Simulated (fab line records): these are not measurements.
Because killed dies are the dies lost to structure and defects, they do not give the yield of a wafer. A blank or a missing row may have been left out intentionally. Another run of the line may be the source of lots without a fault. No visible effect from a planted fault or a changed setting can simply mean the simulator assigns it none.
Which of the tools did it?    flow sky130    route of 708 steps, sampled at 1 step: 6 lots, 18 wafers

== WHAT THE GAUGES READ, wafer by wafer ==
SKY_CONTACT_OVL_MEAS_15.
lot   measured      on          CONTACT_OVL (nm)
L363  day 32 14:44  overlay-01  -1 -8 5
L365  day 33 01:20  overlay-02  5 10 3
L368  day 33 21:44  overlay-01  -1 -1 0
L371  day 35 00:33  overlay-01  -9 -11 -8
L375  day 35 23:53  overlay-01  5 4 7
L382  day 38 05:07  overlay-01  -7 2 -6

== EACH LOT AND THE TOOL THAT RAN IT (in order: tool; ch and the chambers of the sampled wafers; start) ==
Record: no process step prior to these readings.

== THE ANSWER, worked out from the rows above alone ==
Rule: usual is defined by the lots themselves. Put in order of their means at a reading, lots are off if they are a third of the lots or fewer, leave a main group of 4 or more, and stand apart from it by a gap of 3 or more times the standard deviation of the main group's means; of several such gaps the widest counts. A main group is skipped when, at the precision printed for the reading in the tables above, its means are all equal. Also off: a lot with no number at a reading for which 4 or more lots have one. Any other lot the step has rows for is counted as sound.
None of the lots is off at any reading shown; this tells nothing.

== WHAT THE SIMULATOR HAD INSERTED ==
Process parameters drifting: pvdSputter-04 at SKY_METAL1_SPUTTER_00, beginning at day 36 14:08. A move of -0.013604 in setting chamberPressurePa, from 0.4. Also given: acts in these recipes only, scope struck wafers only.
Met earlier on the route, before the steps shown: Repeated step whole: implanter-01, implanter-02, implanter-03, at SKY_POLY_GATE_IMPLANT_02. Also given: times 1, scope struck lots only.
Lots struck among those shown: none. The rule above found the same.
